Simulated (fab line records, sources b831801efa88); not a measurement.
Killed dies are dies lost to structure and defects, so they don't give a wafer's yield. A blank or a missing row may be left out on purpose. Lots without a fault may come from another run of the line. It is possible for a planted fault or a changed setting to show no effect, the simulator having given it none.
Commonality check across tools / flow gf180mcu / 13 lots and 39 wafers in the sample

== REASON FOR OPENING ==
3 of 13 lots carry a flag on the reading VT_IMPLANT_TW at GF_VT_IMPLANT_TW_MEAS_10. Fault-free wafers read 567.9, with a standard deviation of 2.9.
Rule: a lot is flagged when every wafer of it that has a number lies more than 4 standard deviations from that mean, or none has a number. As for the other lots, they are considered sound.

lot=L795; measured=day 5 17:07; on=film metro-02; VT_IMPLANT_TW, wafer by wafer=567.3 569.4 568.4; flag=
lot=L797; measured=day 6 02:37; on=film metro-02; VT_IMPLANT_TW, wafer by wafer=565.4 568.6 563.9; flag=
lot=L799; measured=day 6 15:05; on=film metro-04; VT_IMPLANT_TW, wafer by wafer=564.3 566.6 569.8; flag=
lot=L800; measured=day 6 20:13; on=film metro-01; VT_IMPLANT_TW, wafer by wafer=567.3 569.1 565.6; flag=
lot=L801; measured=day 7 04:00; on=film metro-04; VT_IMPLANT_TW, wafer by wafer=569.3 564.6 571.5; flag=
lot=L804; measured=day 7 22:17; on=film metro-01; VT_IMPLANT_TW, wafer by wafer=565.5 565.0 566.8; flag=
lot=L805; measured=day 8 05:55; on=film metro-02; VT_IMPLANT_TW, wafer by wafer=566.7 565.2 565.8; flag=
lot=L806; measured=day 8 11:13; on=film metro-01; VT_IMPLANT_TW, wafer by wafer=701.3 698.5 701.2; flag=FLAGGED
lot=L807; measured=day 8 17:03; on=film metro-04; VT_IMPLANT_TW, wafer by wafer=699.2 695.4 703.5; flag=FLAGGED
lot=L808; measured=day 8 22:32; on=film metro-01; VT_IMPLANT_TW, wafer by wafer=698.4 700.1 697.4; flag=FLAGGED
lot=L810; measured=day 9 10:33; on=film metro-02; VT_IMPLANT_TW, wafer by wafer=567.1 570.8 569.9; flag=
lot=L812; measured=day 9 22:00; on=film metro-02; VT_IMPLANT_TW, wafer by wafer=567.5 570.5 569.5; flag=
lot=L818; measured=day 11 17:08; on=film metro-01; VT_IMPLANT_TW, wafer by wafer=569.1 569.9 569.4; flag=
On average the flagged lots' numbers are 699.4, which is +131.5 against the usual, or +45 standard deviations.

== WHICH TOOL RAN EACH LOT ==
The record holds 1 process step before the reading, out of a route of 602 steps. In each cell: the tool, then ch and the chambers that the sampled wafers went through, then the start.
lot=L795; flag=; GF_VT_IMPLANT_IMPLANT_08=implanter-04 ch 0, day 5 16:52
lot=L797; flag=; GF_VT_IMPLANT_IMPLANT_08=implanter-04 ch 0, day 6 02:22
lot=L799; flag=; GF_VT_IMPLANT_IMPLANT_08=implanter-04 ch 0, day 6 14:50
lot=L800; flag=; GF_VT_IMPLANT_IMPLANT_08=implanter-01 ch 0, day 6 19:59
lot=L801; flag=; GF_VT_IMPLANT_IMPLANT_08=implanter-04 ch 0, day 7 03:45
lot=L804; flag=; GF_VT_IMPLANT_IMPLANT_08=implanter-04 ch 0, day 7 22:02
lot=L805; flag=; GF_VT_IMPLANT_IMPLANT_08=implanter-01 ch 0, day 8 05:41
lot=L806; flag=FLAGGED; GF_VT_IMPLANT_IMPLANT_08=implanter-02 ch 0, day 8 10:41
lot=L807; flag=FLAGGED; GF_VT_IMPLANT_IMPLANT_08=implanter-04 ch 0, day 8 16:29
lot=L808; flag=FLAGGED; GF_VT_IMPLANT_IMPLANT_08=implanter-04 ch 0, day 8 21:57
lot=L810; flag=; GF_VT_IMPLANT_IMPLANT_08=implanter-02 ch 0, day 9 10:18
lot=L812; flag=; GF_VT_IMPLANT_IMPLANT_08=implanter-01 ch 0, day 9 21:45
lot=L818; flag=; GF_VT_IMPLANT_IMPLANT_08=implanter-01 ch 0, day 11 16:53
What is done by these steps:
- GF_VT_IMPLANT_IMPLANT_08
- GF_VT_IMPLANT_TW_MEAS_10

== FLAGGED AGAINST TOTAL, ONE TOOL AT A TIME (gauges that did the reading follow at the end) ==
step=GF_VT_IMPLANT_IMPLANT_08; tool=implanter-01; lots run=4; flagged=0; share of the flagged lots=none; sound lots run after its first flagged lot=-
step=GF_VT_IMPLANT_IMPLANT_08; tool=implanter-02; lots run=2; flagged=1; share of the flagged lots=some; sound lots run after its first flagged lot=1 (L810)
step=GF_VT_IMPLANT_IMPLANT_08; tool=implanter-04; lots run=7; flagged=2; share of the flagged lots=some; sound lots run after its first flagged lot=0
step=GF_VT_IMPLANT_TW_MEAS_10; tool=film metro-01; lots run=5; flagged=2; share of the flagged lots=some; sound lots run after its first flagged lot=1 (L818)
step=GF_VT_IMPLANT_TW_MEAS_10; tool=film metro-02; lots run=5; flagged=0; share of the flagged lots=none; sound lots run after its first flagged lot=-
step=GF_VT_IMPLANT_TW_MEAS_10; tool=film metro-04; lots run=3; flagged=1; share of the flagged lots=some; sound lots run after its first flagged lot=0

== WHAT IS ALLOWED BY THE TABLE ==
No row of the table ran every flagged lot.

== WHAT THE SIMULATOR PUT IN ==
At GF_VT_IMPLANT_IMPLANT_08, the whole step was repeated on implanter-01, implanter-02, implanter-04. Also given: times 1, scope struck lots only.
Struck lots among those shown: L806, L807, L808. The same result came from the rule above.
